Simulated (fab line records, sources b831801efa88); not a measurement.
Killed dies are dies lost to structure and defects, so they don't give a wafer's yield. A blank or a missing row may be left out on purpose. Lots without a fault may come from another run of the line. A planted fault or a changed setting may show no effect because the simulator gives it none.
A struck lot beside a sound one | flow sky130 | 38 steps out of a route of 708
Sound: wafers L997.2, L997.3, L997.6. Struck: wafer L112.6. (L112.1, L112.5 of the same lot were not struck and are left out.) The cause comes at the end.
At each step with rows: each side's tool, then ch and its chambers, then its first start. Under that, the readings that differ: sound wafers | struck wafers | difference of the means | sigmas: that difference in standard deviations of wafers without a fault.
alike: readings whose means differ by less than 2 such deviations, and words and numbers that are the same on both sides. not compared: withheld readings, readings that some wafer has no value for, bounds like >300 that may hide the same value, and numbers for which the record gives no deviation and whose values overlap.
The two part at a step that has a row with sigmas, a row that says differs or no value, or rows on one side only. Numbers that don't overlap but have no deviation are shown without sigmas and don't part them. A reading that every wafer of one side lacks parts them only if that side has two wafers or more.

first, 9 steps without rows for these wafers: SKY_VIA3_SPUTTER_20 (material TiN, target thk 20 nm, time 80 s); SKY_VIA3_CVD_21 (deposits W, target thk 390 nm, time 117.31 s); SKY_VIA3_CMP_24 (polishes, stops on SiO2, t overpolish 20 s, target thk 0 nm); SKY_METAL4_SPUTTER_00 (material Ti, target thk 15 nm, time 10 s); SKY_METAL4_SPUTTER_01 (material TiN, target thk 20 nm, time 16.7 s); SKY_METAL4_SPUTTER_02 (material AlCu, target thk 735 nm, time 39.1 s); SKY_METAL4_SPUTTER_03 (material Ti, target thk 5 nm, time 3.3 s); SKY_METAL4_SPUTTER_04 (material TiN, target thk 70 nm, time 58.3 s); SKY_CAP2M_CVD_00 (deposits SiO2, target thk 15.5 nm).
SKY_CAP2M_SPUTTER_02: material TiN, target thk 200 nm, time 166.7 s.
  sound on pvd_sputter-01, day 39 07:43; struck on pvd_sputter-01, day 44 06:00
  reading                                   | sound           | struck | difference | sigmas
  model.TiN_of_CAP2M_SPUTTER_02.thk_nm (nm) | 198.5 201 201.6 | 213.4  | +13.0      |
  alike: susceptor_temp_C, throttle_valve_pct
SKY_CAP2M_RS_MEAS_03: measures by four-point-probe.
  sound on film_metro-02, day 39 07:50; struck on film_metro-01, day 44 06:07
  reading               | sound          | struck | difference | sigmas
  CAP2M_TIN_RS (ohm/sq) | 6.95 6.88 6.85 | 6.47   | -0.42      | -7
SKY_CAP2M_THK_MEAS_04: measures by xrf.
  sound on film_metro-02, day 39 07:57; struck on film_metro-01, day 44 06:14
  reading            | sound             | struck | difference | sigmas
  CAP2M_TIN_THK (nm) | 198.0 200.6 201.0 | 212.9  | +13.0      | +7
then, 7 steps without rows for these wafers: SKY_CAP2M_DEHYDRATE_05 (time 60 s); SKY_CAP2M_HMDS_06 (prime time 60 s); SKY_CAP2M_COAT_07 (resist thk 1140 nm); SKY_CAP2M_SOFTBAKE_08 (time 60 s); SKY_CAP2M_EXPOSE_09 (exposes mask CAP2M, target cd 1000 nm); SKY_CAP2M_PEB_10; SKY_CAP2M_DEVELOP_11 (develop time 60 s).
SKY_CAP2M_METAL_ETCH_13: etches TiN in Cl2/BCl3, stops on SiO2, target depth 220 nm, time 62.9 s.
  sound on rie_metal-03 ch 0,1, day 40 07:43; struck on rie_metal-01 ch 0, day 45 02:43
  reading                     | sound                | struck | difference | sigmas
  drypump_motor_current_A (A) | 5.0 5.0 5.1          | 6.3    | +1.3       | +2
  oes_product_au (a.u.)       | 0.939 0.945 0.945    | 0.982  | +0.039     | +5
  throttle_valve_pct (%)      | 21.915 21.904 21.887 | 21.854 | -0.048     | -5
  not compared: rf_hours_counter_h
then, 16 steps without rows for these wafers: SKY_CAP2M_STRIP_14 (strips in O2/N2); SKY_CAP2M_STRIP_15 (strips in post etch residue remover, time 1200 s); SKY_CAP2M_CLEAN_16 (cleans in IPA, time 180 s); SKY_CAP2M_CLEAN_17 (cleans in O3/DIW); SKY_METAL4_DEHYDRATE_05 (time 60 s); SKY_METAL4_HMDS_06 (prime time 60 s); SKY_METAL4_COAT_07 (resist thk 60 nm); SKY_METAL4_COAT_08 (resist thk 1140 nm); SKY_METAL4_SOFTBAKE_09 (time 90 s); SKY_METAL4_EXPOSE_10 (exposes mask MM4, target cd 300 nm); SKY_METAL4_PEB_11; SKY_METAL4_DEVELOP_12 (develop time 60 s); SKY_METAL4_DESCUM_15 (chemistry O2, time 8 s); SKY_METAL4_ETCH_16 (etches BARC in N2/H2, stops on SiO2, time 88.2 s, target depth 60 nm); SKY_METAL4_ETCH_17 (etches SiO2 in C4F8/O2/Ar, stops on TiN, time 3.9 s, target depth 15 nm); SKY_METAL4_METAL_ETCH_18 (etches the open film in Cl2/BCl3, stops on SiO2, target depth 845 nm, time 183.1 s).
SKY_METAL4_STRIP_20: strips in post etch residue remover, time 1200 s.
  sound on wet_bench-03 ch 0, day 41 07:47; struck on wet_bench-04 ch 3, day 46 00:58
  reading                                   | sound             | struck | difference | sigmas
  model.TiN_of_CAP2M_SPUTTER_02.thk_nm (nm) | 197.7 200.1 200.8 | 212.5  | +13.0      |
-- the record jumps here: 3 days lie between the struck wafers' starts before and after (it left off in module METAL4 and takes up again in module PAD_OPEN, whose first step shown is number 708 of the route) --
SKY_PAD_OPEN_PROBE_99:
  sound on prober-01, day 45 07:50; struck on prober-01, day 49 12:53
  reading                           | sound             | struck | difference | sigmas
  killed_short                      | 33 46 31          | 51     | +14        | +2
  model.etest.cap_mim2.plate_ohm_sq | 6.026 5.926 5.984 | 5.632  | -0.347     |
  alike: defect_limited_yield, killed_at_M0_to_M3, killed_at_M4_up, killed_at_contacts, killed_at_front_end, killed_at_other, killed_dies, killed_open, sort_bin_3_pad_short, sort_bin_5_function, sort_bin_6_memory, sort_n_pass, sort_yield_pct

WHERE THEY PART
First at SKY_CAP2M_RS_MEAS_03; last, within this record, at SKY_PAD_OPEN_PROBE_99.

WHY: what the simulator had put in
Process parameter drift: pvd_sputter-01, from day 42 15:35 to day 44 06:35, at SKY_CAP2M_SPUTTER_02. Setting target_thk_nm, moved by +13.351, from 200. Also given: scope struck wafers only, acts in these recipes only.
